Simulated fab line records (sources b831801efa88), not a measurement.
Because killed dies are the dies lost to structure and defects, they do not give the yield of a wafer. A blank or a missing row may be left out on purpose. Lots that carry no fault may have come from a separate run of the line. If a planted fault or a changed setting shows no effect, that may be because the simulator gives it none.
A lot that was struck, set against a sound lot	flow sky130	18 steps out of a route of 708
Sound: wafers L759.1, L759.5, L759.6. Wafers L770.2, L770.4, L770.6 were the ones struck. The cause is named last.
Order at every step that has rows: each side's tool, ch and its chambers, its first start. Under that, the readings that differ: sound wafers	struck wafers	difference of the means	sigmas: that difference in standard deviations of wafers without a fault.
alike: readings with means less than 2 such deviations apart, plus words and numbers identical on both sides. not compared: withheld readings, readings lacking a value on some wafer, bounds such as >300 that could conceal the same value, and numbers that have no deviation in the record and whose values overlap.
The two part at a step that has a row with sigmas, a row that says differs or no value, or rows on one side only. When numbers do not overlap yet have no deviation, they are printed without sigmas and do not part them. A reading that every wafer of one side lacks parts them only if that side has two wafers or more.

first, 4 steps without rows for these wafers: SKY_VT_ADJUST_PCH_SOFTBAKE_03; SKY_VT_ADJUST_PCH_EXPOSE_04 (exposes mask NWM, target cd 840 nm); SKY_VT_ADJUST_PCH_PEB_05; SKY_VT_ADJUST_PCH_DEVELOP_06 (develop time 60 s).
SKY_VT_ADJUST_PCH_OVL_MEAS_07:
  sound on overlay-02, day 10 21:34; struck on overlay-02, day 15 02:46
  alike: VT_ADJUST_PCH_OVL
next, for these wafers, 1 step has no rows: SKY_VT_ADJUST_PCH_IMPLANT_08.
SKY_VT_ADJUST_PCH_STRIP_09: strips in O2/N2.
  sound on plasma_asher-02 ch 0,1, day 10 21:45; struck on plasma_asher-02 ch 1, day 15 02:57
  alike: drypump_motor_current_A, oes_product_au, strip_time_to_endpoint_s
  not compared: rf_hours_counter_h
SKY_VT_ADJUST_PCH_TW_MEAS_10:
  sound on film_metro-02, day 10 21:51; struck on film_metro-02, day 15 03:04
  alike: VT_ADJUST_PCH_TW
then, 4 steps without rows for these wafers: SKY_SONOS_TUNNEL_DEHYDRATE_00 (time 60 s); SKY_SONOS_TUNNEL_HMDS_01 (prime time 60 s); SKY_SONOS_TUNNEL_COAT_02 (resist thk 1140 nm); SKY_SONOS_TUNNEL_SOFTBAKE_03 (time 60 s).
SKY_SONOS_TUNNEL_EXPOSE_04: exposes mask TUNM, target cd 410 nm.
  sound on iline_stepper-01 ch 0, day 11 09:37; struck on iline_stepper-02 ch 0, day 15 16:02
reading	sound	struck	difference	sigmas
exposure_dose_mJ_cm2	136.01 136.20 136.08	134.47 134.28 134.22	-1.77	-15
  alike: mask
then, 2 steps without rows for these wafers: SKY_SONOS_TUNNEL_PEB_05; SKY_SONOS_TUNNEL_DEVELOP_06 (develop time 60 s).
SKY_SONOS_TUNNEL_CD_MEAS_07: target cd 410 nm.
  sound on cd_sem-02, day 11 21:37; struck on cd_sem-01, day 16 06:17
reading	sound	struck	difference	sigmas
cd_nm (nm)	406.5 406.8 406.3	421.9 416.0 412.1	+10.1	+5
SKY_SONOS_TUNNEL_OVL_MEAS_08:
  sound on overlay-01, day 11 21:44; struck on overlay-01, day 16 06:23
  alike: SONOS_TUNNEL_OVL
-- here the record skips 33 days between the struck wafers' starts before and after, leaving off in module SONOS_TUNNEL and picking up in module PAD_OPEN (first step shown: number 708 of the route) --
SKY_PAD_OPEN_PROBE_99:
  sound on prober-01, day 46 05:25; struck on prober-02, day 49 08:56
reading	sound	struck	difference	sigmas
killed_at_other	3 1 1	0 0 0	-2	-3
  alike: killed_at_M0_to_M3, killed_at_M4_up, killed_at_contacts, killed_at_front_end, killed_dies, killed_open, killed_short

WHERE THEY PART
First at SKY_SONOS_TUNNEL_EXPOSE_04; last, within this record, at SKY_PAD_OPEN_PROBE_99.

WHY: what had been put in by the simulator
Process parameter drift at SKY_SONOS_TUNNEL_EXPOSE_04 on iline_stepper-02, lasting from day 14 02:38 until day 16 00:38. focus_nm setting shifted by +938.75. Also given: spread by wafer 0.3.
